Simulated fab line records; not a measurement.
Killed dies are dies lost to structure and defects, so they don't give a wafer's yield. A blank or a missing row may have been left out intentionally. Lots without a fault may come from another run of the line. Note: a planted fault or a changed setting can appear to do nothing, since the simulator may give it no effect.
A struck lot beside a sound one ; flow sky130 ; 17 steps out of a route of 708
Sound: wafers L655.1, L655.5, L655.6. Wafers struck: L662.2, L662.3, L662.5. The cause is given at the end.
At each step with rows: each side's tool, then ch and its chambers, then its first start. Under that, the readings that differ: sound wafers ; struck wafers ; difference of the means ; sigmas: that difference in standard deviations of wafers without a fault.
alike: a reading whose means differ by less than 2 such deviations, as well as words and numbers matching on both sides. not compared: withheld readings; readings where some wafer has no value; bounds like >300 that might hide an equal value; numbers whose values overlap and for which the record gives no deviation.
The two part at a step that has a row with sigmas, a row that says differs or no value, or rows on one side only. Numbers that have no deviation but don't overlap get no sigmas and don't part them. A reading missing from all wafers of one side parts the sides only when that side holds two or more wafers.

first, 1 step without rows for these wafers: SKY_LDD_N_IMPLANT_15.
SKY_LDD_N_STRIP_16: strips in O2/N2.
  sound on plasma asher-04 ch 0,1, day 17 14:25; struck on plasma asher-03 ch 0,1, day 20 12:35
  alike: chamber pressure mTorr, drypump motor current A, oes product au, strip time to endpoint s
  not compared: rf hours counter h
SKY_LDD_N_TW_MEAS_17:
  struck on film metro-04, day 20 12:41; sound on film metro-01, day 17 14:31
reading;sound;struck;difference;sigmas
LDD_N_TW;2647 2630 2618;2585 2576 2586;-49;-2
then, 7 steps without rows for these wafers: SKY_LDD_P_DEHYDRATE_00 (time 60 s); SKY_LDD_P_HMDS_01 (prime time 60 s); SKY_LDD_P_COAT_02 (resist thk 1140 nm); SKY_LDD_P_SOFTBAKE_03 (time 60 s); SKY_LDD_P_EXPOSE_04 (exposes mask PSDM, target cd 380 nm); SKY_LDD_P_PEB_05; SKY_LDD_P_DEVELOP_06 (develop time 60 s).
SKY_LDD_P_CD_MEAS_07: the cd target is 380 nm.
  struck on cd sem-01, day 21 18:51; sound on cd sem-02, day 18 19:29
  alike: cd nm
SKY_LDD_P_OVL_MEAS_08:
  struck on overlay-01, day 21 18:58; sound on overlay-02, day 18 19:36
  alike: LDD_P_OVL
SKY_LDD_P_IMPLANT_09:
  sound on implanter-01 ch 0, day 18 19:38; struck on implanter-03 ch 0, day 21 19:01
reading;sound;struck;difference;sigmas
implant ion amu;49 49 49;11 11 11;-38;
model.implant.rp nm (nm);21.33 21.33 21.33;81.26 81.26 81.26;+59.93;
model.implant.drp nm (nm);11.41 11.41 11.41;35.62 35.62 35.62;+24.21;
SKY_LDD_P_STRIP_10: strips in O2/N2.
  sound on plasma asher-01 ch 0,1, day 18 19:47; struck on plasma asher-01 ch 1, day 21 19:08
  alike: chamber pressure mTorr, drypump motor current A, oes product au, strip time to endpoint s
  not compared: rf hours counter h
SKY_LDD_P_TW_MEAS_11:
  struck on film metro-02, day 21 19:15; sound on film metro-02, day 18 19:53
reading;sound;struck;difference;sigmas
LDD_P_TW;640 641 639;412 409 412;-229;-35
then, 1 step without rows for these wafers: SKY_LDD_HVN_DEHYDRATE_00 (time 60 s).
-- the record jumps here: 26 days lie between the struck wafers' starts before and after (it left off in module LDD_HVN and takes up again in module PAD_OPEN, whose first step shown is number 708 of the route) --
SKY_PAD_OPEN_PROBE_99:
  struck on prober-02, day 47 13:16; sound on prober-01, day 45 14:42
reading;sound;struck;difference;sigmas
model.etest.tip p.rs ohm sq;6907 6842 6915;6342 6370 6420;-511;
model.etest.pfet g5v0d10v5.r on ohm um;4999 4955 4906;4621 4670 4679;-297;
model.etest.pfet_01v8.r on ohm um;2993 2897 2910;2766 2785 2811;-146;
model.etest.pfet_01v8.drive ua um;186.2 190.7 192.7;217.7 217.2 216.2;+27.2;
model.etest.pfet_01v8_lvt.drive ua um;167.3 172 170.6;198.4 196.6 196.2;+27.1;
model.etest.pfet g5v0d10v5.drive ua um;324.8 329.6 329.1;352.7 351.3 351.9;+24.1;
model.etest.pfet_01v8_hvt.drive ua um;138.5 143.1 144.4;155.7 154.9 153.4;+12.7;
model.etest.pfet_01v8_mvt.drive ua um;145.1 147.4 148.3;161.9 162.7 160.1;+14.6;
  alike: killed_at_M0_to_M3, killed_at_M4_up, killed at contacts, killed at front end, killed at other, killed dies, killed on rim, killed open, killed short

== WHERE THEY PART ==
Last at SKY_LDD_P_TW_MEAS_11 as far as this record goes, first at SKY_LDD_N_TW_MEAS_17. Later steps at which nothing parts them and some readings are alike: SKY_PAD_OPEN_PROBE_99.

WHY: the cause the simulator had injected
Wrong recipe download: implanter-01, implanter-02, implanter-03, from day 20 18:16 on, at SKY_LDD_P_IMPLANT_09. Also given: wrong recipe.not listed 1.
